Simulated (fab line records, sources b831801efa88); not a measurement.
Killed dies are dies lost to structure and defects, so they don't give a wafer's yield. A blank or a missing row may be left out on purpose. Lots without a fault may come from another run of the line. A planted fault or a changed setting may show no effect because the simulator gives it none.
fab line records | flow sfq_line
record lots=5 wafers=15 last_day=94
route steps=325 shown I2@107 M3@118 I3@133 M4@148 M8@325
lots that met no fault: from a run of the same line without faults
start_h: hours from the record's first day to the start of the lot's first wafer shown | wait_h: hours since the lot's step before | " the same as in the row above | L1.1+2: a row that stands for several wafers | - no value, or no start given | * or withheld: withheld | < > ~ a bound
route shown NAME@n: a module of which the file shows steps, and the number in the route of the first | usual: mean/standard deviation of fault-free wafers | same: alike in all rows | chamber/n: place in a boat | sites: the reading at each site | _std_site: their standard deviation | _edge_site: outer sites' mean less inner sites' | radius_mm: how far each site lies from the wafer's centre | mask NAME#n: copy n | behind: the tool/chamber that last shaped the wafer | hold: why the lot was held/for how many hours/how that ended | device: the transistor (n, p or np) that didn't switch | end of line: the same wafers' tests at the end of the route | a step without rows: its recipe alone | killed: dies lost to structure and defects at the first sort, not the wafer's yield | map: a wafer's dies, x killed, . not, _ none there
set.NAME: the setting as run; set.NAME@STEP: as run at that earlier step | model.NAME: the simulator's own value behind a step, which no gauge read
lots at some steps of the route; a table a step, a row a wafer
services: from which hour (start_h, from the record's first day; less than 0 if before it) a tool's chamber was out of use, for how many hours, and why
## steps
# step SFQ_TRILAYER_I2_VIA_LITHO_COAT_072
# recipe resist=BARC spin_rpm=3000 resist_thk_nm=62
# step SFQ_TRILAYER_I2_VIA_LITHO_COAT_067
# recipe resist=KrF spin_rpm=3000 resist_thk_nm=650
# step SFQ_TRILAYER_I2_VIA_LITHO_SOFTBAKE_071
# recipe temp_c=withheld time_s=withheld resist=KrF
# step SFQ_TRILAYER_I2_VIA_LITHO_EXPOSE_068
# recipe mask_id=I2 na=0.6 source_shape=conventional sigma_outer=0.65 target_cd_nm=500 dose_mj=21.3
# step SFQ_TRILAYER_I2_VIA_LITHO_PEB_070
# recipe peb_temp_c=115 peb_time_s=60 resist=KrF
# step SFQ_TRILAYER_I2_VIA_LITHO_DEVELOP_069
# recipe time_s=60 resist=KrF
# step SFQ_I2_OVL_MEAS_918
# usual I2_OVL=1/5.5
# columns lot.wafer tool chamber start_h wait_h I2_OVL[nm]
L754.1 overlay-02 - 760.46 0.1 -2
L754.5 " - " " -2
L754.6 " - " " -1
L759.1 overlay-01 - 822.99 0.1 1
L759.5 " - " " 10
L759.6 " - " " -5
L768.1 overlay-02 - 884.00 0.1 -5
L768.4 " - " " -8
L768.6 " - " " -11
L770.4 overlay-01 - 888.82 0.1 -1
L770.5 " - " " -5
L770.6 " - " " 5
L771.3 overlay-02 - 900.91 0.1 2
L771.5 " - " " 2
L771.6 " - " " -2
# step SFQ_TRILAYER_I2_VIA_BARC_OPEN_VIA_ETCH_096
# recipe mask_material=PR chemistry=O2 target_depth_nm=125 target=BARC source_w=500 bias_w=80 pressure_mtorr=30 time_s=41.7
# usual drypump_motor_current_A=5.6/0.39 oes_product_au=0.686/0.0047
# columns lot.wafer tool chamber start_h wait_h drypump_motor_current_A oes_product_au rf_hours_counter_h
L754.1 rie_diel-02 1 760.50 0.0 6.1 0.677 1
L754.5 " 0 " " 5.5 0.689 -
L754.6 " 2 " " 5.8 0.687 -
L759.1 rie_diel-02 2 823.02 0.0 5.8 0.678 10
L759.5 " 3 " " 5.9 0.679 -
L759.6 " 0 " " 5.5 0.681 -
L768.1 rie_diel-03 0 884.04 0.0 6.2 0.679 3
L768.4 " 2 " " 5.7 0.680 8
L768.6 " 2 " " 5.7 0.689 -
L770.4 rie_diel-02 0 888.84 0.0 5.6 0.698 9
L770.5 " 2 " " 5.9 0.694 -
L770.6 " 3 " " 5.9 0.695 -
L771.3 rie_diel-01 2 900.94 0.0 4.8 0.690 8
L771.5 " 1 " " 5.2 0.684 -
L771.6 " 2 " " 4.9 0.686 -
# step SFQ_TRILAYER_I2_VIA_ETCH_VIA_ETCH_070
# recipe target=SiO2 stop_on=Nb mask_material=PR taper_deg=20 chemistry=CHF3 target_depth_nm=260 source_w=500 bias_w=80 pressure_mtorr=30 time_s=withheld
# usual drypump_motor_current_A=5.6/0.39 oes_product_au=0.853/0.0065
# columns lot.wafer tool chamber start_h wait_h drypump_motor_current_A oes_product_au
L754.1 rie_diel-02 1 760.54 0.0 6.1 0.856
L754.5 " 0 " " 5.5 0.859
L754.6 " 2 " " 5.8 0.869
L759.1 rie_diel-02 2 823.06 0.0 5.9 0.863
L759.5 " 3 " " 5.9 0.857
L759.6 " 0 " " 5.5 0.857
L768.1 rie_diel-03 0 884.08 0.0 6.2 0.853
L768.4 " 2 " " 5.7 0.853
L768.6 " 2 " " 5.7 0.844
L770.4 rie_diel-02 0 888.88 0.0 5.5 0.856
L770.5 " 2 " " 5.9 0.862
L770.6 " 3 " " 5.9 0.859
L771.3 rie_diel-01 2 900.98 0.0 4.8 0.861
L771.5 " 1 " " 5.2 0.844
L771.6 " 2 " " 4.8 0.855
# step SFQ_TRILAYER_I2_VIA_STRIP_STRIP_071
# recipe gas=O2 power_w=200 platen_temp_c=40 overash_fraction=0.65 chemistry=O2 pressure_mtorr=50
# step SFQ_TRILAYER_I2_VIA_STRIP_SOLV_CLEAN_072
# recipe chemistry=NMP temp_c=70 time_s=600
# step SFQ_TRILAYER_M3_DEP_PRE_CLEAN_074
# recipe gas=Ar time_s=22.5 bias_v=250
# step SFQ_TRILAYER_M3_DEP_SPUTTER_073
# recipe material=Nb base_pressure_pa=1.33e-06 chamber_pressure_pa=0.1333 substrate_temp_c=20 resputter_cathode_voltage_v=400 target_thk_nm=200 power_w=2000 time_s=133.3
# usual chamber_pressure_pa=0.13329/0.00028 resputter_cathode_voltage_v=400/3.9 throttle_valve_pct=29.5/1.1
# columns lot.wafer tool chamber start_h wait_h chamber_pressure_pa resputter_cathode_voltage_v throttle_valve_pct model.Nb_of_TRILAYER_M3_DEP_SPUTTER_073.thk_nm
L754.1 pvd_sputter-03 - 761.45 0.0 0.13307 402 29.4 198.7
L754.5 " - " " 0.13346 396 31.9 198.5
L754.6 " - " " 0.13366 404 29.3 196.4
L759.1 pvd_sputter-06 - 823.98 0.0 0.13295 395 29.2 202
L759.5 " - " " 0.13365 397 29.9 199.1
L759.6 " - " " 0.13298 393 29.4 202
L768.1 pvd_sputter-06 - 884.99 0.0 0.13352 397 29.5 94.47
L768.4 " - " " 0.13325 397 29.0 198.1
L768.6 " - " " 0.13318 404 29.8 96.9
L770.4 pvd_sputter-05 - 889.79 0.0 0.13328 398 27.5 197.9
L770.5 " - " " 0.13314 400 27.5 194.5
L770.6 " - " " 0.1337 394 27.5 197.5
L771.3 pvd_sputter-05 - 902.49 0.0 0.13325 407 27.5 199.5
L771.5 " - " " 0.13289 407 27.7 200.3
L771.6 " - " " 0.13358 400 27.5 193.9
# step SFQ_M3_RS_MEAS_919
# recipe thk_meas_gauge=four-point-probe reads=Nb_of_TRILAYER_M3_DEP_SPUTTER_073
# usual M3_NB_RS=0.887/0.012
# columns lot.wafer tool chamber start_h wait_h M3_NB_RS[ohm/sq]
L754.1 film_metro-01 - 761.54 0.0 0.894
L754.5 " - " " 0.896
L754.6 " - " " 0.905
L759.1 film_metro-01 - 824.07 0.0 0.879
L759.5 " - " " 0.892
L759.6 " - " " 0.880
L768.1 film_metro-01 - 885.08 0.0 1.905
L768.4 " - " " 0.897
L768.6 " - " " 1.858
L770.4 film_metro-04 - 889.94 0.1 0.900
L770.5 " - " " 0.915
L770.6 " - " " 0.901
L771.3 film_metro-04 - 902.62 0.1 0.891
L771.5 " - " " 0.889
L771.6 " - " " 0.919
# step SFQ_TRILAYER_M3_LITHO_COAT_080
# recipe resist=BARC spin_rpm=3000 resist_thk_nm=62
# step SFQ_TRILAYER_M3_LITHO_COAT_075
# recipe resist=KrF spin_rpm=3000 resist_thk_nm=600
# step SFQ_TRILAYER_M3_LITHO_SOFTBAKE_079
# recipe temp_c=withheld time_s=withheld resist=KrF
# step SFQ_TRILAYER_M3_LITHO_EXPOSE_076
# recipe mask_id=M3 na=0.6 source_shape=conventional sigma_outer=0.65 target_cd_nm=500 dose_mj=14.4
# step SFQ_TRILAYER_M3_LITHO_PEB_078
# recipe peb_temp_c=115 peb_time_s=60 resist=KrF
# step SFQ_TRILAYER_M3_LITHO_DEVELOP_077
# recipe time_s=60 resist=KrF
# step SFQ_M3_OVL_MEAS_921
# usual M3_OVL=-4/6.4
# columns lot.wafer tool chamber start_h wait_h M3_OVL[nm]
L754.1 overlay-02 - 905.70 0.1 -11
L754.5 " - " " -10
L754.6 " - " " -6
L759.1 overlay-02 - 953.63 0.1 -8
L759.5 " - " " -7
L759.6 " - " " -3
L768.1 overlay-02 - 1031.20 0.1 -4
L768.4 " - " " 0
L768.6 " - " " 6
L770.4 overlay-01 - 1037.34 0.1 -9
L770.5 " - " " 1
L770.6 " - " " -8
L771.3 overlay-01 - 1046.93 0.1 -7
L771.5 " - " " -6
L771.6 " - " " -3
# step SFQ_TRILAYER_M3_BARC_OPEN_METAL_ETCH_100
# recipe mask_material=PR chemistry=O2 target_depth_nm=125 target=BARC icp_w=600 bias_w=80 pressure_mtorr=10 time_s=41.7
# step SFQ_TRILAYER_M3_ETCH_METAL_ETCH_078
# recipe target=Nb stop_on=SiO2 mask_material=PR chemistry=Cl2/Ar target_depth_nm=240 icp_w=600 bias_w=80 pressure_mtorr=10 time_s=120
# usual drypump_motor_current_A=5.8/0.46 oes_product_au=0.896/0.0083
# columns lot.wafer tool chamber start_h wait_h drypump_motor_current_A oes_product_au rf_hours_counter_h
L754.1 rie_metal-04 1 905.80 0.0 5.7 0.897 10
L754.5 " 0 " " 6.1 0.894 -
L754.6 " 1 " " 5.7 0.883 -
L759.1 rie_metal-01 1 953.72 0.0 5.6 0.906 120
L759.5 " 1 " " 5.6 0.890 -
L759.6 " 0 " " 5.0 0.898 -
L768.1 rie_metal-01 0 1031.29 0.0 5.0 0.628 43
L768.4 " 0 " " 5.0 0.889 -
L768.6 " 1 " " 5.6 0.620 -
L770.4 rie_metal-02 0 1037.46 0.1 6.3 0.887 -
L770.5 " 0 " " 6.3 0.886 -
L770.6 " 1 " " 5.8 0.892 -
L771.3 rie_metal-01 0 1047.06 0.1 5.0 0.893 -
L771.5 " 0 " " 5.0 0.901 -
L771.6 " 1 " " 5.6 0.873 -
# step SFQ_TRILAYER_M3_STRIP_STRIP_079
# recipe gas=O2 power_w=200 platen_temp_c=40 overash_fraction=0.65 chemistry=O2 pressure_mtorr=50
# step SFQ_TRILAYER_M3_STRIP_SOLV_CLEAN_080
# recipe chemistry=NMP temp_c=70 time_s=600
# step SFQ_TRILAYER_I3_DEP_PECVD_081
# recipe material=SiO2 temp_c=150 time_s=111.11 pressure_torr=2.4 rf_w=183.3 precursor=SiH4/N2O target_thk_nm=500
# usual heater_power_w=90/11 susceptor_temp_C=149.99/0.16 throttle_valve_pct=24.6/1.4
# columns lot.wafer tool chamber start_h wait_h heater_power_w susceptor_temp_C throttle_valve_pct
L754.1 pecvd-02 0 906.70 0.0 105 150.01 22.9
L754.5 " 1 " " 95 150.18 23.2
L754.6 " 2 " " 87 149.77 24.9
L759.1 pecvd-02 2 954.62 0.0 94 149.66 25.5
L759.5 " 2 " " 99 149.87 25.2
L759.6 " 0 " " 99 149.98 23.4
L768.1 pecvd-02 2 1032.19 0.0 103 149.97 25.6
L768.4 " 1 " " 86 149.94 23.6
L768.6 " 0 " " 103 150.05 23.5
L770.4 pecvd-01 2 1038.36 0.0 79 149.82 24.4
L770.5 " 1 " " 75 149.93 24.9
L770.6 " 0 " " 84 150.11 23.7
L771.3 pecvd-01 2 1047.92 0.0 74 150.00 24.4
L771.5 " 1 " " 81 150.25 24.6
L771.6 " 0 " " 82 149.98 23.8
# step SFQ_TRILAYER_I3_CMP_CMP_082
# recipe material=SiO2 down_force_psi=3 platen_rpm=60 pad_velocity_m_s=0.94248
# step SFQ_I3_BOW_MEAS_922
# recipe mode=bow
# usual I3_BOW=4/9.1
# columns lot.wafer tool chamber start_h wait_h I3_BOW[um]
L754.1 film_metro-01 - 917.56 1.5 -1
L754.5 " - " " 0
L754.6 " - " " 8
L759.1 film_metro-03 - 966.70 2.5 1
L759.5 " - " " 22
L759.6 " - " " 9
L768.1 film_metro-02 - 1048.10 2.0 14
L768.4 " - " " 22
L768.6 " - " " 13
L770.4 film_metro-03 - 1057.16 2.6 2
L770.5 " - " " -4
L770.6 " - " " -10
L771.3 film_metro-02 - 1058.82 1.0 4
L771.5 " - " " 3
L771.6 " - " " -1
# step SFQ_TRILAYER_I3_METRO_MEASURE_083
# step SFQ_TRILAYER_I3_VIA_LITHO_COAT_090
# recipe resist=BARC spin_rpm=3000 resist_thk_nm=62
# step SFQ_TRILAYER_I3_VIA_LITHO_COAT_085
# recipe resist=KrF spin_rpm=3000 resist_thk_nm=650
# step SFQ_TRILAYER_I3_VIA_LITHO_SOFTBAKE_089
# recipe temp_c=withheld time_s=withheld resist=KrF
# step SFQ_TRILAYER_I3_VIA_LITHO_EXPOSE_086
# recipe mask_id=I3 na=0.6 source_shape=conventional sigma_outer=0.65 target_cd_nm=500 dose_mj=21.3
# step SFQ_TRILAYER_I3_VIA_LITHO_PEB_088
# recipe peb_temp_c=115 peb_time_s=60 resist=KrF
# step SFQ_TRILAYER_I3_VIA_LITHO_DEVELOP_087
# recipe time_s=60 resist=KrF
# step SFQ_I3_OVL_MEAS_923
# usual I3_OVL=0/5.5
# columns lot.wafer tool chamber start_h wait_h I3_OVL[nm]
L754.1 overlay-02 - 1065.05 0.1 0
L754.5 " - " " 0
L754.6 " - " " -3
L759.1 overlay-01 - 1113.40 0.1 -6
L759.5 " - " " -3
L759.6 " - " " 0
L768.1 overlay-02 - 1187.92 0.1 4
L768.4 " - " " 6
L768.6 " - " " 6
L770.4 overlay-01 - 1198.74 0.1 -10
L770.5 " - " " 3
L770.6 " - " " -5
L771.3 overlay-01 - 1201.13 0.1 8
L771.5 " - " " 10
L771.6 " - " " -3
# step SFQ_TRILAYER_I3_VIA_BARC_OPEN_VIA_ETCH_121
# recipe mask_material=PR chemistry=O2 target_depth_nm=125 target=BARC source_w=500 bias_w=80 pressure_mtorr=30 time_s=41.7
# usual drypump_motor_current_A=5.6/0.45 oes_product_au=0.685/0.0046
# columns lot.wafer tool chamber start_h wait_h drypump_motor_current_A oes_product_au rf_hours_counter_h
L754.1 rie_diel-04 1 1065.08 0.0 5.6 0.684 3
L754.5 " 0 " " 5.0 0.683 -
L754.6 " 3 " " 6.3 0.688 -
L759.1 rie_diel-03 2 1113.43 0.0 5.7 0.688 10
L759.5 " 1 " " 5.8 0.689 -
L759.6 " 2 " " 5.7 0.689 -
L768.1 rie_diel-01 1 1187.96 0.0 5.2 0.682 9
L768.4 " 2 " " 4.8 0.680 12
L768.6 " 1 " " 5.2 0.682 -
L770.4 rie_diel-04 0 1198.76 0.0 5.0 0.680 3
L770.5 " 3 " " 6.2 0.684 -
L770.6 " 2 " " 5.5 0.685 -
L771.3 rie_diel-03 3 1201.16 0.0 5.0 0.682 5
L771.5 " 0 " " 6.2 0.677 -
L771.6 " 1 " " 5.8 0.684 -
# step SFQ_TRILAYER_I3_VIA_ETCH_VIA_ETCH_088
# recipe target=SiO2 stop_on=Nb mask_material=PR taper_deg=20 chemistry=CHF3 target_depth_nm=260 source_w=500 bias_w=80 pressure_mtorr=30 time_s=withheld
# step SFQ_TRILAYER_I3_VIA_STRIP_STRIP_089
# recipe gas=O2 power_w=200 platen_temp_c=40 overash_fraction=0.65 chemistry=O2 pressure_mtorr=50
# usual drypump_motor_current_A=5.9/0.48 oes_product_au=1.004/0.016
# columns lot.wafer tool chamber start_h wait_h drypump_motor_current_A oes_product_au rf_hours_counter_h
L754.1 rie_metal-04 1 1065.23 - 5.7 1.020 30
L754.5 " 1 " " 5.7 1.027 -
L754.6 " 0 " " 6.2 0.987 -
L759.1 rie_metal-02 1 1113.58 - 5.9 1.014 12
L759.5 " 0 " " 6.3 0.999 -
L759.6 " 1 " " 5.8 1.029 -
L768.1 rie_metal-03 0 1188.11 - 5.1 0.991 13
L768.4 " 0 " " 5.1 0.978 -
L768.6 " 1 " " 6.5 1.003 -
L770.4 rie_metal-03 0 1199.11 - 5.1 0.983 -
L770.5 " 1 " " 6.5 1.010 -
L770.6 " 0 " " 5.1 0.978 -
L771.3 rie_metal-03 1 1201.51 - 6.5 1.015 -
L771.5 " 0 " " 5.1 0.981 -
L771.6 " 1 " " 6.5 1.003 -
# step SFQ_TRILAYER_I3_VIA_STRIP_SOLV_CLEAN_090
# recipe chemistry=NMP temp_c=70 time_s=600
# step SFQ_TRILAYER_M4_DEP_PRE_CLEAN_092
# recipe gas=Ar time_s=22.5 bias_v=250
# step SFQ_M8_BOW_MEAS_951
# recipe mode=bow
# usual M8_BOW=9/11
# columns lot.wafer tool chamber start_h wait_h M8_BOW[um] model.etest.m3.ohm_um model.etest.i2.link_ohm model.etest.i3.link_ohm model.etest.m3.ohm_sq
L754.1 film_metro-03 - 2059.09 0.0 4 1.794 1.959 1.944 0.8958
L754.5 " - " " 5 1.784 1.931 1.965 0.8967
L754.6 " - " " 14 1.816 1.971 1.956 0.906
L759.1 film_metro-01 - 2080.81 0.0 9 1.764 1.958 1.954 0.8812
L759.5 " - " " 29 1.786 1.988 2.017 0.8939
L759.6 " - " " 19 1.759 1.966 1.984 0.8812
L768.1 film_metro-04 - 2249.55 0.0 14 3.799 3.148 2.957 1.884
L768.4 " - " " 24 1.805 1.963 1.954 0.8984
L768.6 " - " " 15 3.686 3.08 2.915 1.837
L770.4 film_metro-03 - 2255.61 0.1 4 1.778 1.982 1.999 0.8996
L770.5 " - " " -2 1.814 1.987 1.976 0.9151
L770.6 " - " " -9 1.809 1.99 1.997 0.9013
L771.3 film_metro-01 - 2256.79 0.0 6 1.796 1.971 1.96 0.8923
L771.5 " - " " 4 1.79 1.968 1.96 0.8884
L771.6 " - " " 0 1.848 1.987 1.997 0.918
## services
# columns tool chamber start_h hours kind
rie_metal-01 - 749.53 3.8 repair
rie_diel-03 0 776.78 4.8 repair
rie_diel-02 1 787.82 23.8 repair
rie_diel-02 0 801.62 6.4 repair
rie_diel-01 - 820.23 0.8 repair
rie_metal-01 - 820.28 2.8 pm
rie_diel-01 2 823.47 4.4 repair
pecvd-02 1 827.99 4.4 repair
rie_diel-01 1 874.04 3.9 repair
rie_metal-01 0 885.55 20.9 repair
rie_metal-03 - 886.33 0.2 repair
rie_diel-03 2 903.31 3.2 repair
rie_diel-03 3 961.02 13.5 repair
rie_diel-02 1 970.41 20.5 repair
rie_diel-02 2 984.94 5.5 repair
rie_diel-03 - 1053.45 2.8 pm
rie_diel-03 0 1057.02 7.0 repair
rie_diel-02 2 1073.20 3.2 repair
rie_diel-03 - 1077.99 14.6 pm
rie_diel-02 0 1085.11 15.2 repair
rie_diel-02 - 1098.78 0.1 repair
rie_diel-03 1 1105.31 1.3 repair
rie_diel-02 - 1109.30 15.6 pm
rie_diel-02 - 1130.95 1.0 repair
## key
first_sign step=SFQ_M3_RS_MEAS_919 reading=M3_NB_RS direction=up sigmas=81 usual=0.887 struck=1.881
effect step=SFQ_TRILAYER_M3_ETCH_METAL_ETCH_078 reading=oes_product_au direction=down sigmas=33 usual=0.896 struck=0.624
model_effect step=SFQ_TRILAYER_M3_DEP_SPUTTER_073 value=Nb_of_TRILAYER_M3_DEP_SPUTTER_073.thk_nm without=197.4 struck=95.69
model_effect step=SFQ_M8_BOW_MEAS_951 value=etest.m3.ohm_um without=1.814 struck=3.742
met_at SFQ_TRILAYER_M3_DEP_SPUTTER_073
struck_wafers L768.1,L768.6
fault kind=process_parameter_drift tool=pvd_sputter-06 chamber=- onset_h=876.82 steps=SFQ_TRILAYER_M3_DEP_SPUTTER_073 channel=target_thk_nm offset=-101.75 shape=step end_h=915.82 acts_in=these_recipes_only stated=200 scope=struck_wafers_only
